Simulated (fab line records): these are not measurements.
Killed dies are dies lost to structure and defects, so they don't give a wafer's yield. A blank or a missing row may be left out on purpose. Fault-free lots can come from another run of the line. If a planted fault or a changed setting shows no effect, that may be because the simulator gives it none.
Which tool did it?	flow gf180mcu	at 1 step of a route of 602, 12 lots with 36 wafers sampled

== WHAT THE GAUGES READ, wafer by wafer ==
GF_V1_OVL_MEAS_15.
lot	measured	on	V1_OVL (nm)
L076	day 18 23:50	overlay-01	2 6 2
L075	day 19 05:41	overlay-01	-11 -16 -11
L079	day 20 03:41	overlay-02	-3 -7 -5
L080	day 20 20:32	overlay-01	-2 -5 -10
L083	day 21 13:14	overlay-01	2 -3 4
L085	day 22 04:26	overlay-02	-7 -2 -2
L087	day 23 05:09	overlay-02	5 -8 -3
L089	day 23 16:20	overlay-02	-9 -10 -9
L091	day 24 10:35	overlay-01	-8 -4 -8
L093	day 25 00:56	overlay-02	3 -4 -1
L095	day 25 11:26	overlay-02	-8 -2 -10
L097	day 25 23:44	overlay-01	-2 -7 -2

== EACH LOT AND THE TOOL THAT RAN IT (in order: tool; ch and the chambers of the sampled wafers; start) ==
There is no process step in the record ahead of these readings.

== THE ANSWER, worked out from the rows above alone ==
Rule: the lots themselves supply what counts as usual. The widest of any qualifying gaps counts: lots, ordered by their means at a reading, are off when they make up no more than a third of the lots, leave a main group of 4 or more, and stand apart from it by 3 or more times the standard deviation of that group's means. A main group whose means are all the same, to the digits that the tables above print for the reading, isn't used. A lot without any number at a reading at which 4 lots or more have one is off too. Where the step has rows for the other lots, those lots are counted as sound.
No lot is off at any reading shown: from this, nothing can be told.

== WHAT WAS PUT IN BY THE SIMULATOR ==
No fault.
